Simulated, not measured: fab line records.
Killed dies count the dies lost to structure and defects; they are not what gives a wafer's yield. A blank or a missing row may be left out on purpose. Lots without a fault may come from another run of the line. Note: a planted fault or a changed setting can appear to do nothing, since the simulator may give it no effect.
Problem report, 8D (eight disciplines) form, completed by code | flow sky130 | the parts of the form that need people (team, actions taken, sign-off) are left out

== 1. WHAT IS WRONG ==
Mean of oes product au at SKY_LOCAL_INTERCONNECT_ETCH_13: 0.932 a.u. across 3 wafers in 2 lots; on wafers with no fault it is 0.854 a.u. (standard deviation 0.0048). Relative to the usual mean, that is a shift of +16 standard deviations.
The step: etches BARC in N2/H2, stops on SiO2, time 45.9 s, target depth 60 nm.
Seen first at day 35 20:59 on rie metal-03, wafer L296.4. The record holds 39 wafers of 13 lots with a number at this step. Rule for "out" (also "out of limits"): further than 4 standard deviations from the usual mean. Any other wafer with a number is counted as sound.

== 2. WHAT IT IS; WHAT IT IS NOT ==
question                    | is                           | is not
which readings at this step | oes product au, run length s | drypump motor current A
which lots                  | L296, L297                   | L280, L282, L285, L286, L287, L289, L291, L292, L298, L301, L302
which wafers of those lots  | L296.4, L297.3, L297.4       | L296.2, L296.6, L297.1
read on which tools         | rie metal-03                 | rie metal-01, rie metal-02
when                        | from day 35 20:59            | up to then (26 sound wafers); but 10 sound wafers of L297, L298, L301, L302 came after

== 3. THE SUSPECTS, EACH WITH WHAT RULES IT OUT ==
Counting: any tool at a process step up to the reading remains a suspect provided it ran every lot that is out. Sound lots after the first of them don't rule it out here, since some wafers of a struck lot are sound.
- cmp-01 at SKY_LI_CONTACT_CMP_02 (polishes PSG): kept. Every lot that is out went through it, the first being L296 (day 33 14:41); the last sound lot it ran before that was L291 (day 31 23:40).
- rie metal-03 at SKY_LOCAL_INTERCONNECT_ETCH_13 (etches BARC in N2/H2, stops on SiO2, time 45.9 s, target depth 60 nm): kept. Every lot that is out went through it, the first being L296 (day 35 20:59); the last sound lot it ran before that was L291 (day 34 07:35). Its own readings are out on those wafers: oes product au, run length s.
Remaining after the count are cmp-01 at SKY_LI_CONTACT_CMP_02 and rie metal-03 at SKY_LOCAL_INTERCONNECT_ETCH_13.

== 4. THE CAUSE (what the simulator had put in) ==
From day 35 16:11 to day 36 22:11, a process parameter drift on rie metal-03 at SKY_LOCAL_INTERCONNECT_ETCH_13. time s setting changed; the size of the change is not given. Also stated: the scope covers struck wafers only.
Counting leaves 2 suspects; this tool is one of them.

== 5. SEQUENCE OF EFFECTS, ordered by route ==
One row per reading whose mean, taken over the struck wafers that have a number, lies over 3 standard deviations from the usual. Only readings whose record carries a usual standard deviation are examined. hours: median over the lots of the time between each lot's start at the first step of this table that gives one and its start at this step. sigmas: the change, counted in usual standard deviations.
hours | step                           | reading        | usual      | on struck wafers | change | sigmas
0     | SKY_LOCAL_INTERCONNECT_ETCH_13 | oes product au | 0.854 a.u. | 0.932            | +0.078 | +16
0     | SKY_LOCAL_INTERCONNECT_ETCH_13 | run length s   | 74.4 s     | 70.5             | -3.9   | -5.3
Process steps it contains:
- SKY_LOCAL_INTERCONNECT_ETCH_13: etches BARC in N2/H2, stops on SiO2, time 45.9 s, target depth 60 nm.

== 6. WHAT WOULD HAVE CAUGHT IT SOONER ==
In this record no reading fell out of limits until day 35 20:59, 5 hours after the fault had begun at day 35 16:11.
